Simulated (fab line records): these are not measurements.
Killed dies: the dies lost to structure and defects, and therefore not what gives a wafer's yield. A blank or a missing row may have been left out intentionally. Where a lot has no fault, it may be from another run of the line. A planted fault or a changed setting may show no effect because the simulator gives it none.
A struck lot beside a sound one -- flow sky130 -- 43 steps out of a route of 708
Sound: the wafers L495.1, L495.3, L495.6. Struck: wafer L512.2 (L512.3, L512.4, from the same lot, were not struck and are left out); the cause is given at the end.
Per side, at each step with rows, come the tool, then ch with its chambers, and then its first start. Under that, the readings that differ: sound wafers -- struck wafers -- difference of the means -- sigmas: that difference in standard deviations of wafers without a fault.
alike: readings with means less than 2 such deviations apart, plus words and numbers identical on both sides. not compared: withheld readings, readings lacking a value on some wafer, bounds such as >300 that could conceal the same value, and numbers that have no deviation in the record and whose values overlap.
Wherever a step has rows on one side only, a row that says differs or no value, or a row with sigmas, the two part there. Numbers that have no deviation but don't overlap get no sigmas and don't part them. Lack of a reading on every wafer of one side parts them only where that side has two or more wafers.

SKY_METAL4_CD_MEAS_13: the cd target is 300 nm.
  sound: cd sem-01 at day 42 15:54; struck: cd sem-02 at day 47 07:19
  alike: cd nm
SKY_METAL4_OVL_MEAS_14:
  sound: overlay-02 at day 42 16:01; struck: overlay-01 at day 47 07:26
  alike: METAL4_OVL
then, 1 step without rows for these wafers: SKY_METAL4_DESCUM_15 (chemistry O2, time 8 s).
SKY_METAL4_ETCH_16: etches BARC in N2/H2, stops on SiO2, time 88.2 s, target depth 60 nm.
  sound on rie metal-03 ch 0, day 42 16:07; struck on rie metal-01 ch 1, day 47 07:29
reading,sound,struck,difference,sigmas
drypump motor current A (A),4.9 4.9 4.9,5.9,+1.0,+2
  alike: oes product au, throttle valve pct
  not compared: rf hours counter h
SKY_METAL4_ETCH_17: etches SiO2 in C4F8/O2/Ar, stops on TiN, time 3.9 s, target depth 15 nm.
  sound on rie diel-02 ch 0,1,3, day 42 16:19; struck on rie diel-03 ch 0, day 47 07:35
  alike: oes product au
  not compared: rf hours counter h
SKY_METAL4_METAL_ETCH_18: etches the open film in Cl2/BCl3, stops on SiO2, target depth 845 nm, time 183.1 s.
  sound on rie metal-02 ch 0,1, day 42 16:20; struck on rie metal-02 ch 0, day 47 07:37
  alike: drypump motor current A, oes product au, throttle valve pct
  not compared: rf hours counter h
then, 5 steps without rows for these wafers: SKY_METAL4_STRIP_19 (strips in O2/N2); SKY_METAL4_STRIP_20 (strips in post etch residue remover, time 1200 s); SKY_METAL4_CLEAN_21 (cleans in IPA, time 180 s); SKY_METAL4_CLEAN_22 (cleans in O3/DIW); SKY_VIA4_HDPCVD_00 (deposits SiO2, target thk 1750 nm, time 291.7 s).
SKY_VIA4_THK_MEAS_01:
  sound: film metro-04 at day 42 17:20; struck: film metro-02 at day 47 09:11
  alike: VIA4_HDPCVD_THK
SKY_VIA4_CMP_02: polishes SiO2.
  sound on cmp-01 ch 0,1, day 42 17:23; struck on cmp-02 ch 0, day 47 09:17
  alike: motor current A
SKY_VIA4_BOW_MEAS_03:
  sound: film metro-01 at day 42 17:41; struck: film metro-01 at day 47 09:33
reading,sound,struck,difference,sigmas
VIA4_BOW (um),83 92 85,67,-20,-2
then, 7 steps without rows for these wafers: SKY_VIA4_DEHYDRATE_04 (time 60 s); SKY_VIA4_HMDS_05 (prime time 60 s); SKY_VIA4_COAT_06 (resist thk 1140 nm); SKY_VIA4_SOFTBAKE_07 (time 60 s); SKY_VIA4_EXPOSE_08 (exposes mask VIM4, target cd 800 nm); SKY_VIA4_PEB_09; SKY_VIA4_DEVELOP_10 (develop time 60 s).
SKY_VIA4_OVL_MEAS_11:
  sound: overlay-02 at day 43 16:12; struck: overlay-02 at day 48 05:31
  alike: VIA4_OVL
then, 7 steps without rows for these wafers: SKY_VIA4_ETCH_12 (etches SiO2 in C4F8/O2/Ar, stops on TiN, target depth 580 nm); SKY_VIA4_STRIP_13 (strips in O2/N2); SKY_VIA4_STRIP_14 (strips in post etch residue remover, time 1200 s); SKY_VIA4_CLEAN_15 (cleans in IPA, time 180 s); SKY_VIA4_CLEAN_16 (cleans in O3/DIW); SKY_VIA4_SPUTTER_17 (material TiN, target thk 20 nm, time 80 s); SKY_VIA4_CVD_18 (deposits W, target thk 505 nm, time 152.14 s).
SKY_VIA4_RS_MEAS_19: the measuring method here is four-point-probe.
  sound: film metro-01 at day 43 17:08; struck: film metro-04 at day 48 06:26
  alike: VIA4_W_RS
SKY_VIA4_THK_MEAS_20: measures by xrf.
  sound: film metro-01 at day 43 17:16; struck: film metro-04 at day 48 06:33
  alike: VIA4_W_THK
SKY_VIA4_CMP_21: polishes, stops on SiO2, t overpolish 25 s, target thk 0 nm.
  sound on cmp-02 ch 2,3, day 43 17:19; struck on cmp-02 ch 1, day 48 06:36
  alike: motor current A, overpolish run s, time to endpoint s
then, 1 step without rows for these wafers: SKY_METAL5_SPUTTER_00 (material Ti, target thk 15 nm, time 10 s).
SKY_METAL5_SPUTTER_01: material TiN, target thk 20 nm, time 16.7 s.
  sound: pvd sputter-02 at day 43 17:38; struck: pvd sputter-02 at day 48 06:55
  alike: throttle valve pct
then, 3 steps without rows for these wafers: SKY_METAL5_SPUTTER_02 (material AlCu, target thk 1150 nm, time 61.2 s); SKY_METAL5_SPUTTER_03 (material Ti, target thk 5 nm, time 3.3 s); SKY_METAL5_SPUTTER_04 (material TiN, target thk 70 nm, time 58.3 s).
SKY_METAL5_RS_MEAS_05: the measuring method here is four-point-probe.
  sound: film metro-01 at day 43 17:47; struck: film metro-03 at day 48 07:05
  alike: METAL5_ALCU_RS
SKY_METAL5_THK_MEAS_06: measures by xrf.
  sound: film metro-01 at day 43 17:55; struck: film metro-03 at day 48 07:11
  alike: METAL5_ALCU_THK
then, 3 steps without rows for these wafers: SKY_METAL5_DEHYDRATE_07 (time 60 s); SKY_METAL5_HMDS_08 (prime time 60 s); SKY_METAL5_COAT_09 (resist thk 1800 nm).
-- the record jumps here: 2 days lie between the struck wafers' starts before and after (it left off in module METAL5 and takes up again in module PAD_OPEN, whose first step shown is number 708 of the route) --
SKY_PAD_OPEN_PROBE_99:
  sound: prober-01 at day 46 14:43; struck: prober-01 at day 50 16:05
reading,sound,struck,difference,sigmas
defect limited yield (%),82.9 81.3 82.7,57.9,-24.4,-15
killed_at_M4_up,6 2 4,117,+113,+63
killed at other,1 3 1,0,-2,-3
killed dies,84 92 85,207,+120,+15
killed on rim,24 15 14,47,+29,+8
sort_bin_3_pad_short (%),0.6 0.6 0.4,2.2,+1.7,+4
sort_bin_5_function (%),10.6 12.0 10.6,25.6,+14.5,+12
sort_bin_6_memory (%),5.9 6.1 6.3,14.2,+8.1,+7
sort n pass,408 400 407,285,-120,-15
sort yield pct (%),82.9 81.3 82.7,57.9,-24.4,-15
model.etest.tester.sort n pass,408 400 407,285,-120,
model.etest.tester.sort yield pct (%),82.93 81.3 82.72,57.93,-24.39,
model.etest.tester.sort_bin_5_pct (%),10.57 11.99 10.57,25.61,+14.57,
model.etest.tester.sort_bin_6_pct (%),5.894 6.098 6.301,14.23,+8.13,
model.etest.tester.sort_bin_3_pct (%),0.6098 0.6098 0.4065,2.236,+1.694,
  alike: killed_at_M0_to_M3, killed at contacts, killed at front end, killed open, killed short

WHERE THEY PART
Last at SKY_PAD_OPEN_PROBE_99 as far as this record goes, first at SKY_METAL4_ETCH_16.

WHY: the cause the simulator had injected
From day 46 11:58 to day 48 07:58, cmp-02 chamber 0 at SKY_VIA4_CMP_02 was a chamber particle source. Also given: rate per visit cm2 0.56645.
